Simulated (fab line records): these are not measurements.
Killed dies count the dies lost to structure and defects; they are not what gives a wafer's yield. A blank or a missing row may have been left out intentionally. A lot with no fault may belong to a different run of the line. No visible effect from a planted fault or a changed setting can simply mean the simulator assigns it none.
Tool commonality check / flow sfq line / Sample size 14 lots and 42 wafers

WHAT PROMPTED THE OPENING
At SFQ_JJ_OVL_MEAS_931 the reading J5_OVL is flagged on 2 of 14 lots. Wafers without a fault read -1 nm, standard deviation 4.5.
Rule: a lot is flagged when every wafer of it that has a number lies more than 4 standard deviations from that mean, or none has a number. The other lots count as sound.

lot=L417; measured=day 58 19:46; on=overlay-01; J5_OVL (nm), wafer by wafer=-3 -3 -12; flag=
lot=L418; measured=day 59 00:33; on=overlay-01; J5_OVL (nm), wafer by wafer=-4 0 -4; flag=
lot=L420; measured=day 59 14:57; on=overlay-01; J5_OVL (nm), wafer by wafer=6 6 7; flag=
lot=L421; measured=day 60 02:58; on=overlay-01; J5_OVL (nm), wafer by wafer=2 2 1; flag=
lot=L422; measured=day 60 07:45; on=overlay-01; J5_OVL (nm), wafer by wafer=-5 -4 -3; flag=
lot=L423; measured=day 62 07:52; on=overlay-01; J5_OVL (nm), wafer by wafer=-9 -3 3; flag=
lot=L424; measured=day 62 09:04; on=overlay-01; J5_OVL (nm), wafer by wafer=1 -2 2; flag=
lot=L425; measured=day 62 19:41; on=overlay-01; J5_OVL (nm), wafer by wafer=-3 -3 -3; flag=
lot=L426; measured=day 62 22:05; on=overlay-01; J5_OVL (nm), wafer by wafer=-3 -7 -10; flag=
lot=L427; measured=day 63 05:07; on=overlay-02; J5_OVL (nm), wafer by wafer=-6 2 -1; flag=
lot=L428; measured=day 64 02:38; on=overlay-01; J5_OVL (nm), wafer by wafer=-1 -3 -4; flag=
lot=L433; measured=day 65 09:13; on=overlay-02; J5_OVL (nm), wafer by wafer=-1 2 6; flag=
lot=L435; measured=day 66 14:16; on=overlay-01; J5_OVL (nm), wafer by wafer=90 100 91; flag=FLAGGED
lot=L436; measured=day 67 07:01; on=overlay-02; J5_OVL (nm), wafer by wafer=106 103 97; flag=FLAGGED
The numbers of the flagged lots are 98 nm on average: +99 nm against the usual, or +22 standard deviations.

WHICH TOOL EACH LOT WENT THROUGH
The record keeps 1 process step preceding the reading, out of 325 steps on the route. In each cell: the tool, then ch and the chambers that the sampled wafers went through, then the start.
lot=L417; flag=; SFQ_TRILAYER_JJ_CE_LITHO_EXPOSE_115=krf scanner-02 ch 0, day 58 18:51
lot=L418; flag=; SFQ_TRILAYER_JJ_CE_LITHO_EXPOSE_115=krf scanner-02 ch 0, day 58 23:03
lot=L420; flag=; SFQ_TRILAYER_JJ_CE_LITHO_EXPOSE_115=krf scanner-02 ch 0, day 59 13:27
lot=L421; flag=; SFQ_TRILAYER_JJ_CE_LITHO_EXPOSE_115=krf scanner-02 ch 0, day 60 01:51
lot=L422; flag=; SFQ_TRILAYER_JJ_CE_LITHO_EXPOSE_115=krf scanner-02 ch 0, day 60 06:15
lot=L423; flag=; SFQ_TRILAYER_JJ_CE_LITHO_EXPOSE_115=krf scanner-01 ch 0, day 62 06:22
lot=L424; flag=; SFQ_TRILAYER_JJ_CE_LITHO_EXPOSE_115=krf scanner-01 ch 0, day 62 07:34
lot=L425; flag=; SFQ_TRILAYER_JJ_CE_LITHO_EXPOSE_115=krf scanner-01 ch 0, day 62 18:34
lot=L426; flag=; SFQ_TRILAYER_JJ_CE_LITHO_EXPOSE_115=krf scanner-01 ch 0, day 62 21:10
lot=L427; flag=; SFQ_TRILAYER_JJ_CE_LITHO_EXPOSE_115=krf scanner-01 ch 0, day 63 03:59
lot=L428; flag=; SFQ_TRILAYER_JJ_CE_LITHO_EXPOSE_115=krf scanner-01 ch 0, day 64 01:31
lot=L433; flag=; SFQ_TRILAYER_JJ_CE_LITHO_EXPOSE_115=krf scanner-02 ch 0, day 65 08:06
lot=L435; flag=FLAGGED; SFQ_TRILAYER_JJ_CE_LITHO_EXPOSE_115=krf scanner-02 ch 0, day 66 13:20
lot=L436; flag=FLAGGED; SFQ_TRILAYER_JJ_CE_LITHO_EXPOSE_115=krf scanner-02 ch 0, day 67 05:31
What is done by these steps:
- SFQ_TRILAYER_JJ_CE_LITHO_EXPOSE_115: exposes mask J5, target cd 700 nm.
- SFQ_JJ_OVL_MEAS_931

FLAGGED AGAINST TOTAL, ONE TOOL AT A TIME (gauges that did the reading follow at the end)
step=SFQ_TRILAYER_JJ_CE_LITHO_EXPOSE_115; tool=krf scanner-01; lots run=6; flagged=0; share of the flagged lots=none; sound lots run after its first flagged lot=-
step=SFQ_TRILAYER_JJ_CE_LITHO_EXPOSE_115; tool=krf scanner-02; lots run=8; flagged=2; share of the flagged lots=all; sound lots run after its first flagged lot=0
step=SFQ_JJ_OVL_MEAS_931; tool=overlay-01; lots run=11; flagged=1; share of the flagged lots=some; sound lots run after its first flagged lot=0
step=SFQ_JJ_OVL_MEAS_931; tool=overlay-02; lots run=3; flagged=1; share of the flagged lots=some; sound lots run after its first flagged lot=0

WHAT THE TABLE PERMITS
Rows of the table that ran each flagged lot: 1, that is krf scanner-02 at SFQ_TRILAYER_JJ_CE_LITHO_EXPOSE_115.
- krf scanner-02 at SFQ_TRILAYER_JJ_CE_LITHO_EXPOSE_115: 2 of its 8 lots flagged. Last sound lot L433 at day 65 08:06, first flagged lot L435 at day 66 13:20; a fault beginning in between fits.
What remains is a single tool, krf scanner-02 at SFQ_TRILAYER_JJ_CE_LITHO_EXPOSE_115.

WHAT WAS PUT IN BY THE SIMULATOR
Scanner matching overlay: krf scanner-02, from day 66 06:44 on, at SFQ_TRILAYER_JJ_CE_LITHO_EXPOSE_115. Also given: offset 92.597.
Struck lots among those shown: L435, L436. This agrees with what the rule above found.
